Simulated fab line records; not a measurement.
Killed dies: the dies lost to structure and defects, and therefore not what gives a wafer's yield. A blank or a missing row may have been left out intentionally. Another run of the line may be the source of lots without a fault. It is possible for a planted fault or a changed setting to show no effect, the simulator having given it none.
Chamber matching || flow sky130 || cmp-02 running SKY_VIA1_CMP_02: 4 sister chambers
The step polishes SiO2. 18 wafers are shown with their chamber, then 9 later ones without.

## EACH WAFER AND ITS CHAMBER
{"wafer": "L377.1", "chamber": 1, "motor-current-A (A)": 14.2}
{"wafer": "L377.2", "chamber": 0, "motor-current-A (A)": 12.3}
{"wafer": "L377.5", "chamber": 2, "motor-current-A (A)": 12.7}
{"wafer": "L378.1", "chamber": 1, "motor-current-A (A)": 13.3}
{"wafer": "L378.2", "chamber": 0, "motor-current-A (A)": 12.3}
{"wafer": "L378.3", "chamber": 2, "motor-current-A (A)": 13.0}
{"wafer": "L381.1", "chamber": 3, "motor-current-A (A)": 12.1}
{"wafer": "L381.3", "chamber": 0, "motor-current-A (A)": 12.3}
{"wafer": "L381.4", "chamber": 1, "motor-current-A (A)": 13.5}
{"wafer": "L385.1", "chamber": 0, "motor-current-A (A)": 11.6}
{"wafer": "L385.4", "chamber": 1, "motor-current-A (A)": 13.5}
{"wafer": "L385.5", "chamber": 2, "motor-current-A (A)": 12.6}
{"wafer": "L389.1", "chamber": 2, "motor-current-A (A)": 12.8}
{"wafer": "L389.2", "chamber": 0, "motor-current-A (A)": 12.2}
{"wafer": "L389.6", "chamber": 2, "motor-current-A (A)": 12.2}
{"wafer": "L390.1", "chamber": 1, "motor-current-A (A)": 12.7}
{"wafer": "L390.2", "chamber": 2, "motor-current-A (A)": 13.5}
{"wafer": "L390.6", "chamber": 1, "motor-current-A (A)": 13.2}

SIGNATURES (averages over the wafers above)
{"reading": "motor-current-A", "chamber 0": 12.140, "chamber 1": 13.400, "chamber 2": 12.800, "chamber 3": 12.100, "scatter within a chamber": 0.424}
Rule: for each reading, subtract the chamber's mean from the wafer's reading, divide by that reading's scatter and square the result; add these up over the readings and take the root, which gives the wafer's distance from the chamber. The wafer belongs to the nearest chamber; if the next one is less than 2 further off, it can't be placed. The scatter: the root of (the sum of the squares of (reading less its chamber's mean) over the shown wafers, divided by (wafers less chambers)).

## WAFERS WITHOUT THEIR CHAMBER
{"wafer": "L391.1", "motor-current-A (A)": 13.6}
{"wafer": "L391.2", "motor-current-A (A)": 13.9}
{"wafer": "L391.5", "motor-current-A (A)": 11.5}
{"wafer": "L394.1", "motor-current-A (A)": 13.1}
{"wafer": "L394.2", "motor-current-A (A)": 13.0}
{"wafer": "L394.4", "motor-current-A (A)": 11.9}
{"wafer": "L397.3", "motor-current-A (A)": 12.4}
{"wafer": "L397.5", "motor-current-A (A)": 12.0}
{"wafer": "L397.6", "motor-current-A (A)": 12.8}

## WHICH CHAMBER EACH WENT THROUGH
{"wafer": "L391.1", "from the rows above": "can't be placed: 1 or 2", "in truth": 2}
{"wafer": "L391.2", "from the rows above": "can't be placed: 1 or 2", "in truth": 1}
{"wafer": "L391.5", "from the rows above": "can't be placed: 3 or 0 or 2", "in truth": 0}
{"wafer": "L394.1", "from the rows above": "can't be placed: 2 or 1 or 0 or 3", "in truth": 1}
{"wafer": "L394.2", "from the rows above": "can't be placed: 2 or 1 or 0 or 3", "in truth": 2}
{"wafer": "L394.4", "from the rows above": "can't be placed: 3 or 0 or 2", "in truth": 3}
{"wafer": "L397.3", "from the rows above": "can't be placed: 0 or 3 or 2 or 1", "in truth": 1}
{"wafer": "L397.5", "from the rows above": "can't be placed: 3 or 0 or 2", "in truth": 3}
{"wafer": "L397.6", "from the rows above": "can't be placed: 2 or 1 or 0 or 3", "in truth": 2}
Correct placement for 0 of the 9. Unplaceable from these rows: 9, with the true chamber sitting among the candidates in 9. Number placed wrongly: 0.
